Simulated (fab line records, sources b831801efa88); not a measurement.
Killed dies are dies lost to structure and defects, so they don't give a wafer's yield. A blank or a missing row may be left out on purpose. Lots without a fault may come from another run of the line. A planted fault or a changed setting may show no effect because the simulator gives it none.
Problem report in the 8D (eight disciplines) form, filled by code | flow gf180mcu | the parts of the form that need people (team, actions taken, sign-off) are left out

1. THE PROBLEM
heater_power_total_W at GF_PSD_SOFTBAKE_03 reads a mean of 57.34 W on 6 wafers of 2 lots; wafers without a fault read 56.59 W with a standard deviation of 0.047. That is +16 standard deviations from the usual mean.
The step: time 60 s.
First seen on wafer L235.2, day 18 00:32, on litho_track-01. The record holds 42 wafers of 14 lots with a number at this step. Rule for "out", or "out of limits": more than 4 standard deviations from the usual mean. The other wafers with a number count as sound.

2. WHAT IT IS AND WHAT IT IS NOT
question                    | is                                 | is not
which readings at this step | heater_power_total_W, run_length_s | -
which lots                  | L235, L236                         | L223, L225, L227, L228, L229, L231, L233, L234, L238, L243, L245, L246
which wafers of those lots  | all that have a number             | -
read on which tools         | litho_track-01                     | litho_track-02, litho_track-03
when                        | from day 18 00:32                  | up to then (24 sound wafers); but 12 sound wafers of L238, L243, L245, L246 came after

3. SUSPECTS, AND WHAT RULES EACH OUT
Counting: a tool at a process step up to the reading stays a suspect if it ran every lot that is out and no sound lot after the first of them.
- litho_track-01 at GF_PSD_SOFTBAKE_03 (time 60 s): kept. It ran every lot that is out, first L235 (day 18 00:32), and no sound lot after that; its last sound lot up to then is L234 (day 17 15:09). Its own readings are out on those wafers: heater_power_total_W, run_length_s.
Left after counting: litho_track-01 at GF_PSD_SOFTBAKE_03.

4. THE CAUSE (what the simulator had put in)
Process parameter drift: litho_track-01, from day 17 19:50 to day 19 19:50, at GF_PSD_SOFTBAKE_03. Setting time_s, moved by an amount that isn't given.
Counting left only this tool.

5. THE CHAIN OF EFFECTS, in route order
Each row: a reading whose mean over the struck wafers that have a number lies more than 3 standard deviations from the usual. Only readings for which the record gives a usual standard deviation are gone through. hours: the time from each lot's start at the first step in this table that gives one to its start at this step, as a median over the lots. sigmas: the change in usual standard deviations.
hours | step               | reading              | usual   | on struck wafers | change | sigmas
0     | GF_PSD_SOFTBAKE_03 | heater_power_total_W | 56.59 W | 57.34            | +0.75  | +16
0     | GF_PSD_SOFTBAKE_03 | run_length_s         | 89.22 s | 86.42            | -2.80  | -13
The process steps in it:
- GF_PSD_SOFTBAKE_03: time 60 s.

6. WHAT WOULD HAVE CAUGHT IT SOONER
In this record the first reading out of limits was taken at day 18 00:32, 5 hours after the fault began at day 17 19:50.
